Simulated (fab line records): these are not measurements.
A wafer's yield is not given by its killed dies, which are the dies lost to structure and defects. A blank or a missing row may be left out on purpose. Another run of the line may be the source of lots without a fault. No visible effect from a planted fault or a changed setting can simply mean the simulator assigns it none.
Which tool is to blame?    flow gf180mcu    Sampling: 14 lots, 39 wafers, 4 of 602 route steps

## WHAT EACH GAUGE READ, for each wafer
GF_NSD_CD_MEAS_07: target cd 400 nm. Usual: cd nm at 399.6 nm, with a standard deviation of 2.
lot   measured      on         cd nm (nm)         flag
L762  day 13 06:43  cd sem-01  401.1 401.9 399.7  
L763  day 13 16:56  cd sem-01  397.6 396.2 396.1  
L767  day 15 00:49  cd sem-02  397.9              
L768  day 15 08:33  cd sem-01  399.9 401.3        
L771  day 16 06:28  cd sem-01  397.2 397.2 398.9  
L772  day 16 20:27  cd sem-01  399.6 398.5 398.1  
L773  day 17 01:46  cd sem-02  400.7 399.6 400.6  
L774  day 17 10:39  cd sem-01  396.1 397.2 395.6  
L775  day 17 19:43  cd sem-01  399.7 401.1 401.2  
L776  day 18 03:58  cd sem-01  401.1 402.8 402.2  
L780  day 19 13:23  cd sem-01  402.7 401.1 402.3  
L782  day 20 04:14  cd sem-02  397.2 398.9 397.9  
L783  day 20 10:46  cd sem-01  399.8 401.4 401.6  
L784  day 21 00:19  cd sem-01  397.9 399.7 399.9  

## EACH LOT AND THE TOOL THAT RAN IT (in order: tool; ch and the chambers of the sampled wafers; start)
lot   GF_STI_ETCH_13                     GF_STI_STRIP_15                      GF_VT_IMPLANT_STRIP_31
L762  rie diel-02 ch 2,3, day 2 01:59    plasma asher-01 ch 0,1, day 2 02:11  plasma asher-01 ch 0,1, day 6 19:27
L763  rie diel-03 ch 0,3, day 2 06:30    plasma asher-03 ch 0,1, day 2 06:39  plasma asher-04 ch 0,1, day 7 04:18
L767  rie diel-04 ch 0, day 3 04:33      plasma asher-02 ch 0, day 3 04:42    plasma asher-02 ch 1, day 8 04:58
L768  rie diel-04 ch 0, day 3 08:14      plasma asher-02 ch 0, day 3 08:23    plasma asher-01 ch 0, day 8 12:12
L771  rie diel-03 ch 0,2, day 3 23:30    plasma asher-03 ch 0,1, day 3 23:39  plasma asher-04 ch 0,1, day 9 06:06
L772  rie diel-03 ch 1,2,3, day 4 04:38  plasma asher-03 ch 0,1, day 4 04:50  plasma asher-02 ch 0,1, day 9 16:18
L773  rie diel-02 ch 1,2,3, day 4 10:50  plasma asher-03 ch 0,1, day 4 10:59  plasma asher-01 ch 0,1, day 9 20:52
L774  rie diel-02 ch 1,2,3, day 4 15:36  plasma asher-01 ch 0,1, day 4 15:45  plasma asher-04 ch 0,1, day 10 03:31
L775  rie diel-02 ch 0,2,3, day 4 20:20  plasma asher-01 ch 0,1, day 4 20:29  plasma asher-04 ch 0,1, day 10 08:46
L776  rie diel-02 ch 0,3, day 5 02:05    plasma asher-01 ch 0, day 5 02:14    plasma asher-01 ch 0,1, day 10 15:48
L780  rie diel-02 ch 0,3, day 5 21:53    plasma asher-01 ch 0,1, day 5 22:02  plasma asher-02 ch 0,1, day 11 19:42
L782  rie diel-02 ch 0,1,3, day 6 08:47  plasma asher-01 ch 0,1, day 6 08:56  plasma asher-04 ch 0,1, day 12 06:55
L783  rie diel-02 ch 1,2,3, day 6 13:05  plasma asher-03 ch 0,1, day 6 13:14  plasma asher-04 ch 0,1, day 12 11:37
L784  rie diel-03 ch 0,3, day 6 18:38    plasma asher-01 ch 0,1, day 6 18:49  plasma asher-01 ch 0,1, day 12 22:53
- GF_STI_ETCH_13: etches the open film in CHF3/O2, stops on Si, target depth 282.31 nm, time 112.9 s.
- GF_STI_STRIP_15: strips in O2/N2.
- GF_VT_IMPLANT_STRIP_31: strips in O2/N2.

## AS READ BY THE TOOLS THEMSELVES (means over the sampled wafers that have a number; for cases with no such wafer, the mark the record gives instead)
GF_STI_ETCH_13. Usual: drypump motor current A 5.6 A, standard deviation 0.44; oes product au 0.833 a.u., standard deviation 0.0061; throttle valve pct 8.809 %, standard deviation 0.0095.
lot   tool         drypump motor current A (A)  oes product au (a.u.)  throttle valve pct (%)  flag
L762  rie diel-02  5.9                          0.842                  8.809                   
L763  rie diel-03  5.7                          0.838                  8.811                   
L767  rie diel-04  5.3                          0.794                  8.799                   OFF
L768  rie diel-04  5.3                          0.801                  8.803                   OFF
L771  rie diel-03  5.7                          0.832                  8.797                   
L772  rie diel-03  5.6                          0.836                  8.803                   
L773  rie diel-02  6.2                          0.834                  8.804                   
L774  rie diel-02  6.2                          0.833                  8.812                   
L775  rie diel-02  5.8                          0.839                  8.805                   
L776  rie diel-02  5.9                          0.828                  8.810                   
L780  rie diel-02  5.9                          0.830                  8.809                   
L782  rie diel-02  6.1                          0.842                  8.807                   
L783  rie diel-02  6.2                          0.827                  8.800                   
L784  rie diel-03  5.8                          0.838                  8.815                   

GF_STI_STRIP_15. Usual: drypump motor current A 6.08 A, standard deviation 0.28; heater power w 320 W, standard deviation 26; oes product au 0.386 a.u., standard deviation 0.0047; strip time to endpoint s 3.77 s, standard deviation 0.052.
lot   tool             drypump motor current A (A)  heater power w (W)  oes product au (a.u.)  strip time to endpoint s (s)  flag
L762  plasma asher-01  6.15                         332                 0.384                  3.79                          
L763  plasma asher-03  6.23                         315                 0.385                  3.72                          
L767  plasma asher-02  5.63                         302                 0.379                  3.59                          OFF
L768  plasma asher-02  5.64                         304                 0.378                  3.64                          
L771  plasma asher-03  6.13                         330                 0.387                  3.73                          
L772  plasma asher-03  6.22                         315                 0.388                  3.77                          
L773  plasma asher-03  6.22                         316                 0.388                  3.78                          
L774  plasma asher-01  6.15                         343                 0.386                  3.78                          
L775  plasma asher-01  6.15                         338                 0.385                  3.77                          
L776  plasma asher-01  6.42                         297                 0.383                  3.72                          
L780  plasma asher-01  6.14                         328                 0.387                  3.78                          
L782  plasma asher-01  6.28                         310                 0.386                  3.77                          
L783  plasma asher-03  6.17                         328                 0.378                  3.75                          
L784  plasma asher-01  6.29                         311                 0.387                  3.76                          

GF_VT_IMPLANT_STRIP_31. Usual: drypump motor current A 5.7 A, standard deviation 0.4; heater power w 314 W, standard deviation 17; oes product au 0.716 a.u., standard deviation 0.0045; strip time to endpoint s 12.65 s, standard deviation 0.035.
lot   tool             drypump motor current A (A)  heater power w (W)  oes product au (a.u.)  strip time to endpoint s (s)  flag
L762  plasma asher-01  6.3                          312                 0.708                  12.61                         
L763  plasma asher-04  5.2                          319                 0.716                  12.61                         
L767  plasma asher-02  5.6                          315                 0.720                  12.68                         
L768  plasma asher-01  6.4                          290                 0.714                  12.66                         
L771  plasma asher-04  5.4                          315                 0.720                  12.68                         
L772  plasma asher-02  5.6                          311                 0.714                  12.72                         
L773  plasma asher-01  6.3                          311                 0.710                  12.62                         
L774  plasma asher-04  5.4                          314                 0.715                  12.66                         
L775  plasma asher-04  5.4                          313                 0.718                  12.68                         
L776  plasma asher-01  6.3                          308                 0.712                  12.64                         
L780  plasma asher-02  5.6                          308                 0.717                  12.61                         
L782  plasma asher-04  5.4                          314                 0.712                  12.63                         
L783  plasma asher-04  5.4                          317                 0.715                  12.59                         
L784  plasma asher-01  6.3                          309                 0.716                  12.65                         

## THE ANSWER, worked out from the rows above alone
Rule: lot off if the mean of its wafers having a number is beyond 3 standard deviations from the usual mean. A lot without any number at a reading at which 4 lots or more have one is off too. Any other lot the step has rows for is counted as sound. Order of review: gauges by route order, followed by the tools' own readings, for which a lot's mean as printed above is used. The first step at which some lot is off is used, and at that step the reading that is off furthest; a lot without a number counts as furthest.
Off at GF_STI_ETCH_13 (oes product au): L767, L768.
A tool fits if, at that step or a process step before it, it ran every lot that is off, and no sound lot after the first of them. One candidate fits, namely rie diel-04 at GF_STI_ETCH_13. It ran no sound lot before its first lot that is off in this sample, so the start can't be narrowed down.
On the lots that are off, the tool's own readings at GF_STI_ETCH_13 differ by more than 5 times the standard deviation of the sound lots' means, which bears it out; oes product au reads 0.798 a.u. there versus 0.835 a.u. on the sound lots.

## WHAT THE SIMULATOR PUT IN
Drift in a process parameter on rie diel-04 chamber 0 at GF_STI_ETCH_13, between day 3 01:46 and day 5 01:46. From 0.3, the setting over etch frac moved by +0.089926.
Lots struck among those shown: L767, L768. The same result came from the rule above.
